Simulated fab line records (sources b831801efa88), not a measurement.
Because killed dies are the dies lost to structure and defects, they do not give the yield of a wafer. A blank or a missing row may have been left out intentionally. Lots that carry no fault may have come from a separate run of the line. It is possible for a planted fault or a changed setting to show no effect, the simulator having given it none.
One fault seen from 2 desks | flow gf180mcu | every desk sees just its own numbers, and what lay behind them comes last

== METROLOGY DESK ==
Means of the sampled wafers that have a number, per lot and without regard to the tool the lot ran on: this is what the gauges read. Any lot whose mean is over 4 standard deviations away from the usual mean is out of limits and marked OUT; that distance is given in the brackets.
Columns: A = VT_IMPLANT_OVL at GF_VT_IMPLANT_OVL_MEAS_07, usual 0.4 nm; B = MVSD_RS at GF_VT_IMPLANT_RS_MEAS_46, usual 455.2 ohm/sq
lot  | first seen here | A    | B
L792 | day 5 18:15     | -0.1 | 454.4
L793 | day 5 22:28     | -0.9 | 454.4
L794 | day 6 06:14     | 0.1  | 458.0
L796 | day 6 16:03     | 1.9  | 456.7
L800 | day 7 19:11     | -1.1 | 455.6
L801 | day 7 21:38     | -0.8 | 454.0
L803 | day 8 15:42     | 2.0  | 455.2
L808 | day 9 20:19     | -0.2 | 453.5
L810 | day 10 04:57    | 0.1  | 506.3 (+36) OUT
L812 | day 10 16:50    | -0.5 | 505.5 (+36) OUT
L814 | day 11 05:36    | -0.9 | 455.1
L815 | day 11 12:20    | 0.9  | 455.6
Per this desk, out of limits: L810, L812; the first was L810, day 12 14:52 (MVSD_RS at GF_VT_IMPLANT_RS_MEAS_46). L792, L793, L794, L796, L800, L801, L803, L808, L814, L815: within limits.

== TOOL OWNER'S DESK, implanter-01 ==
The tool's own readings at GF_MVSD_IMPLANT_09, given as means over the sampled wafers that have a number, one for each lot that went through this tool. Any lot whose mean is over 4 standard deviations away from the usual mean is out of limits and marked OUT; that distance is given in the brackets.
Columns: A = dose_ions_cm2 at GF_MVSD_IMPLANT_09, usual 4.999e+12; B = faraday_current_uA at GF_MVSD_IMPLANT_09, usual 28.1
lot  | first seen here | A                           | B
L794 | day 5 01:47     | 4.999e+12                   | 28.3
L808 | day 8 10:19     | 4.995e+12                   | 27.5
L810 | day 8 18:04     | 2.298e+12 (-99 or more) OUT | 12.8 (-26) OUT
L812 | day 9 06:00     | 2.296e+12 (-99 or more) OUT | 12.8 (-26) OUT
This desk's finding: out of limits on L810, L812; first on L810, day 8 18:04 (dose_ions_cm2 at GF_MVSD_IMPLANT_09). L794, L808: within limits.

== ALL TOGETHER ==
On L810, L812, at day 8 18:04, an alarm was possible from the tool owner's desk.
An alarm was possible from the metrology desk at day 12 14:52, on L810, L812.
GF_MVSD_IMPLANT_09 was run on implanter-01 by each of the lots named.

== WHAT THE SIMULATOR HAD PUT IN ==
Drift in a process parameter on implanter-01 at GF_MVSD_IMPLANT_09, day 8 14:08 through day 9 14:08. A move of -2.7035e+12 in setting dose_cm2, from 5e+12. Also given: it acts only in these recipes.
Struck lots among those shown: L810, L812.
Time in hours from fault onset to the first out-of-limits reading at each desk: tool owner's desk 4, metrology desk 97.
